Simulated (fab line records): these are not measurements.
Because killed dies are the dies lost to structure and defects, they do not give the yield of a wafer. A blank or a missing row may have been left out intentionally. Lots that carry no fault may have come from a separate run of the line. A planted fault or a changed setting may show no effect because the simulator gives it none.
Struck lot and sound lot, side by side :: flow sky130 :: 23 out of 708 route steps
Sound: the wafers L892.3, L892.5, L892.6. Wafers L906.3, L906.4, L906.6 were the ones struck. The cause is named last.
Per side, at each step with rows, come the tool, then ch with its chambers, and then its first start. Under that, the readings that differ: sound wafers :: struck wafers :: difference of the means :: sigmas: that difference in standard deviations of wafers without a fault.
alike: a reading whose means differ by less than 2 such deviations, as well as words and numbers matching on both sides. not compared: withheld readings; readings where some wafer has no value; bounds like >300 that might hide an equal value; numbers whose values overlap and for which the record gives no deviation.
A row with sigmas, a row that says differs or no value, or rows on one side alone: a step with any of these is where the two part. Non-overlapping numbers with no deviation appear without sigmas and do not part them. A reading that every wafer of one side lacks parts them only if that side has two wafers or more.

first, 2 steps without rows for these wafers: SKY_LI_CONTACT_SPUTTER_19 (material Ti, target thk 20 nm, time 106.37 s); SKY_LI_CONTACT_SPUTTER_20 (material TiN, target thk 20 nm, time 80 s).
SKY_LI_CONTACT_CVD_21: deposits W, target thk 400 nm, time 120.56 s.
  sound on cvdW-02 ch 0,1, day 32 17:45; struck on cvdW-01 ch 0,1, day 36 15:22
  alike: chamberPressureTorr, heaterPowerW
SKY_LI_CONTACT_RS_MEAS_22: measures by four-point-probe.
  sound on filmMetro-03, day 32 17:53; struck on filmMetro-03, day 36 15:29
  alike: LI_CONTACT_W_RS
SKY_LI_CONTACT_THK_MEAS_23: measures by xrf.
  sound on filmMetro-03, day 32 17:59; struck on filmMetro-03, day 36 15:35
  alike: LI_CONTACT_W_THK
SKY_LI_CONTACT_CMP_24: polishes, stops on PSG, t overpolish 20 s, target thk 0 nm.
  sound on cmp-02 ch 0,1,3, day 32 18:07; struck on cmp-02 ch 1,2,3, day 36 15:43
  alike: edgeZonePressureFrac, motorCurrentA, overpolishRunS, platenRpm, timeToEndpointS
SKY_LOCAL_INTERCONNECT_SPUTTER_00: material TiN, target thk 100 nm, time 83.3 s.
  sound on pvdSputter-02, day 32 18:19; struck on pvdSputter-04, day 36 15:55
  alike: throttleValvePct
SKY_LOCAL_INTERCONNECT_RS_MEAS_01: measures by four-point-probe.
  sound on filmMetro-02, day 32 18:25; struck on filmMetro-04, day 36 16:01
reading: LOCAL_INTERCONNECT_TIN_RS (ohm/sq)
sound: 13.91 13.97 13.78
struck: 14.25 14.27 14.18
difference: +0.35
sigmas: +2
SKY_LOCAL_INTERCONNECT_THK_MEAS_02: measures by xrf.
  sound on filmMetro-02, day 32 18:31; struck on filmMetro-04, day 36 16:07
reading: LOCAL_INTERCONNECT_TIN_THK (nm)
sound: 100.8 100.9 101.7
struck: 98.0 97.4 97.7
difference: -3.4
sigmas: -3
then, 3 steps without rows for these wafers: SKY_LOCAL_INTERCONNECT_DEHYDRATE_03 (time 60 s); SKY_LOCAL_INTERCONNECT_HMDS_04 (prime time 60 s); SKY_LOCAL_INTERCONNECT_COAT_05 (resist thk 60 nm).
SKY_LOCAL_INTERCONNECT_COAT_06: resist thk 450 nm.
  sound on lithoTrack-04 ch 0, day 33 07:00; struck on lithoTrack-04 ch 0, day 37 04:00
reading: spinSpeedRpm (rpm)
sound: 3005.1 3004.6 2999.6
struck: 2930.7 2929.7 2933.3
difference: -71.9
sigmas: -30

reading: model.KrF-thick_of_LOCAL_INTERCONNECT_COAT_06.thkNm (nm)
sound: 448.2 447.7 448.8
struck: 455.3 456.3 457.3
difference: +8.1
sigmas: 
then, 4 steps without rows for these wafers: SKY_LOCAL_INTERCONNECT_SOFTBAKE_07 (time 90 s); SKY_LOCAL_INTERCONNECT_EXPOSE_08 (exposes mask LI1M, target cd 170 nm); SKY_LOCAL_INTERCONNECT_PEB_09; SKY_LOCAL_INTERCONNECT_DEVELOP_10 (develop time 60 s).
SKY_LOCAL_INTERCONNECT_CD_MEAS_11: the cd target is 170 nm.
  sound on cdSem-02, day 33 20:49; struck on cdSem-01, day 37 17:49
reading: cdNm (nm)
sound: 165.8 166.2 166.5
struck: 172.0 170.3 171.8
difference: +5.2
sigmas: +3
SKY_LOCAL_INTERCONNECT_OVL_MEAS_12:
  sound on overlay-01, day 33 20:55; struck on overlay-01, day 37 17:54
  alike: LOCAL_INTERCONNECT_OVL
SKY_LOCAL_INTERCONNECT_ETCH_13: etches BARC in N2/H2, stops on SiO2, time 45.9 s, target depth 60 nm.
  sound on rieMetal-04 ch 0,1, day 33 20:58; struck on rieMetal-03 ch 0,1, day 37 17:56
  alike: chamberPressureMTorr, drypumpMotorCurrentA, h2FlowSccm, oesProductAu, throttleValvePct
  not compared: rfHoursCounterH
SKY_LOCAL_INTERCONNECT_METAL_ETCH_14: etches TiN in Cl2/BCl3, stops on PSG, target depth 110 nm, time 31.4 s.
  sound on rieMetal-04 ch 0,1, day 33 21:01; struck on rieMetal-03 ch 0,1, day 37 18:00
reading: model.KrF-thick_of_LOCAL_INTERCONNECT_COAT_06.thkNm (nm)
sound: 348.5 347.7 347
struck: 352.4 355.2 355.1
difference: +6.5
sigmas: 
  alike: chamberPressureMTorr, drypumpMotorCurrentA, oesProductAu, throttleValvePct
  not compared: rfHoursCounterH
SKY_LOCAL_INTERCONNECT_STRIP_15: strips in O2/N2.
  sound on plasmaAsher-04 ch 0,1, day 33 21:05; struck on plasmaAsher-02 ch 0,1, day 37 18:04
reading: stripTimeToEndpointS (s)
sound: 4.723 4.709 4.701
struck: 4.748 4.800 4.771
difference: +0.062
sigmas: +3
  alike: chamberPressureMTorr, drypumpMotorCurrentA, o2FlowSccm, oesProductAu
  not compared: rfHoursCounterH
following that, these wafers have no rows for 1 step: SKY_PAD_OPEN_PROBE_99.

## WHERE THEY PART
First at SKY_LOCAL_INTERCONNECT_RS_MEAS_01; last, within this record, at SKY_LOCAL_INTERCONNECT_STRIP_15.

WHY: what the simulator had put in
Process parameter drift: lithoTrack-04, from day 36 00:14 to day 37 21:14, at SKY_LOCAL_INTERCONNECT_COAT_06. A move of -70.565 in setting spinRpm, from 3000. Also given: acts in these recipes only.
